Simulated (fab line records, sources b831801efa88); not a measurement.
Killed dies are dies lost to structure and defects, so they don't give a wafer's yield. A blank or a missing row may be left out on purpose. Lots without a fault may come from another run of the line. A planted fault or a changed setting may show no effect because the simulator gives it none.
A struck lot beside a sound one | flow sky130 | 43 steps out of a route of 708
Sound: wafers L733.1, L733.4, L733.5. Struck: wafers L743.1, L743.2, L743.5. The cause comes at the end.
At each step with rows: each side's tool, then ch and its chambers, then its first start. Under that, the readings that differ: sound wafers | struck wafers | difference of the means | sigmas: that difference in standard deviations of wafers without a fault.
alike: readings whose means differ by less than 2 such deviations, and words and numbers that are the same on both sides. not compared: withheld readings, readings that some wafer has no value for, bounds like >300 that may hide the same value, and numbers for which the record gives no deviation and whose values overlap.
The two part at a step that has a row with sigmas, a row that says differs or no value, or rows on one side only. Numbers that don't overlap but have no deviation are shown without sigmas and don't part them. A reading that every wafer of one side lacks parts them only if that side has two wafers or more.

first, 8 steps without rows for these wafers: SKY_CONTACT_DEHYDRATE_06 (time 60 s); SKY_CONTACT_HMDS_07 (prime time 60 s); SKY_CONTACT_COAT_08 (resist thk 60 nm); SKY_CONTACT_COAT_09 (resist thk 450 nm); SKY_CONTACT_SOFTBAKE_10 (time 90 s); SKY_CONTACT_EXPOSE_11 (exposes mask CTM1, target cd 170 nm); SKY_CONTACT_PEB_12; SKY_CONTACT_DEVELOP_13 (develop time 60 s).
SKY_CONTACT_CD_MEAS_14: target cd 170 nm.
  sound on cd_sem-01, day 31 13:25; struck on cd_sem-01, day 35 20:33
  alike: cd_nm
SKY_CONTACT_OVL_MEAS_15:
  sound on overlay-02, day 31 13:32; struck on overlay-01, day 35 20:40
  alike: CONTACT_OVL
then, 2 steps without rows for these wafers: SKY_CONTACT_ETCH_16 (etches BARC in N2/H2, stops on SiO2, time 45.9 s, target depth 60 nm); SKY_CONTACT_ETCH_17 (etches SiO2 in C4F8/O2/Ar, stops on Si3N4, target depth 340 nm).
SKY_CONTACT_ETCH_18: etches Si3N4 in CHF3/O2, stops on TiN, time 39 s, target depth 75 nm.
  sound on rie_diel-03 ch 1,2,3, day 31 13:00; struck on rie_diel-02 ch 1,3, day 35 20:00
  alike: drypump_motor_current_A, oes_product_au, throttle_valve_pct
  not compared: rf_hours_counter_h
then, 4 steps without rows for these wafers: SKY_CONTACT_STRIP_19 (strips in O2/N2); SKY_CONTACT_STRIP_20 (strips in post etch residue remover, time 1200 s); SKY_CONTACT_CLEAN_21 (cleans in IPA, time 180 s); SKY_CONTACT_CLEAN_22 (cleans in O3/DIW).
SKY_CONTACT_SPUTTER_23: material TiN, target thk 20 nm, time 80 s.
  sound on pvd_sputter-02, day 31 14:20; struck on pvd_sputter-02, day 35 21:27
  alike: throttle_valve_pct
then, 1 step without rows for these wafers: SKY_CONTACT_CVD_24 (deposits W, target thk 340 nm, time 102.12 s).
SKY_CONTACT_RS_MEAS_25: measures by four-point-probe.
  sound on film_metro-03, day 31 14:30; struck on film_metro-01, day 35 21:37
  alike: CONTACT_W_RS
SKY_CONTACT_THK_MEAS_26: measures by xrf.
  sound on film_metro-03, day 31 14:37; struck on film_metro-01, day 35 21:44
  alike: CONTACT_W_THK
then, 1 step without rows for these wafers: SKY_CONTACT_CMP_27 (polishes, stops on SiO2, t overpolish 15 s, target thk 0 nm).
SKY_METAL1_SPUTTER_00: material Ti, target thk 15 nm, time 10 s.
  sound on pvd_sputter-03, day 31 14:59; struck on pvd_sputter-01, day 35 22:23
  alike: throttle_valve_pct
then, 4 steps without rows for these wafers: SKY_METAL1_SPUTTER_01 (material TiN, target thk 20 nm, time 16.7 s); SKY_METAL1_SPUTTER_02 (material AlCu, target thk 250 nm, time 13.3 s); SKY_METAL1_SPUTTER_03 (material Ti, target thk 5 nm, time 3.3 s); SKY_METAL1_SPUTTER_04 (material TiN, target thk 70 nm, time 58.3 s).
SKY_METAL1_RS_MEAS_05: measures by four-point-probe.
  sound on film_metro-04, day 31 15:07; struck on film_metro-02, day 35 22:31
  alike: METAL1_ALCU_RS
SKY_METAL1_THK_MEAS_06: measures by xrf.
  sound on film_metro-04, day 31 15:14; struck on film_metro-02, day 35 22:38
  alike: METAL1_ALCU_THK
then, 8 steps without rows for these wafers: SKY_METAL1_DEHYDRATE_07 (time 60 s); SKY_METAL1_HMDS_08 (prime time 60 s); SKY_METAL1_COAT_09 (resist thk 60 nm); SKY_METAL1_COAT_10 (resist thk 450 nm); SKY_METAL1_SOFTBAKE_11 (time 90 s); SKY_METAL1_EXPOSE_12 (exposes mask MM1, target cd 140 nm); SKY_METAL1_PEB_13; SKY_METAL1_DEVELOP_14 (develop time 60 s).
SKY_METAL1_CD_MEAS_15: target cd 140 nm.
  sound on cd_sem-01, day 32 17:41; struck on cd_sem-02, day 37 00:49
  alike: cd_nm
SKY_METAL1_OVL_MEAS_16:
  sound on overlay-02, day 32 17:49; struck on overlay-02, day 37 00:56
  alike: METAL1_OVL
SKY_METAL1_DESCUM_17: chemistry O2, time 8 s.
  sound on rie_metal-01 ch 0,1, day 32 17:50; struck on rie_metal-04 ch 0,1, day 37 00:58
  reading    | sound             | struck            | difference | sigmas
  temp_c (C) | 39.90 39.87 39.81 | 40.31 40.19 40.24 | +0.39      | +3
  alike: drypump_motor_current_A, oes_product_au
  not compared: rf_hours_counter_h
SKY_METAL1_ETCH_18: etches BARC in N2/H2, stops on SiO2, time 45.9 s, target depth 60 nm.
  sound on rie_metal-01 ch 0,1, day 32 17:52; struck on rie_metal-04 ch 0,1, day 37 01:00
  alike: drypump_motor_current_A, oes_product_au, throttle_valve_pct
  not compared: rf_hours_counter_h
SKY_METAL1_METAL_ETCH_19: etches the open film in Cl2/BCl3, stops on SiO2, target depth 360 nm, time 78 s.
  sound on rie_metal-01 ch 0,1, day 32 17:56; struck on rie_metal-04 ch 0,1, day 37 01:04
  alike: drypump_motor_current_A, oes_product_au, throttle_valve_pct
  not compared: rf_hours_counter_h
-- the record jumps here: 12 days lie between the struck wafers' starts before and after (it left off in module METAL1 and takes up again in module PAD_OPEN, whose first step shown is number 708 of the route) --
SKY_PAD_OPEN_PROBE_99:
  the record has rows for the struck wafers here (prober-02, day 49 02:07) and none for the sound ones

WHERE THEY PART
First at SKY_METAL1_DESCUM_17; last, within this record, at SKY_PAD_OPEN_PROBE_99.

WHY: what the simulator had put in
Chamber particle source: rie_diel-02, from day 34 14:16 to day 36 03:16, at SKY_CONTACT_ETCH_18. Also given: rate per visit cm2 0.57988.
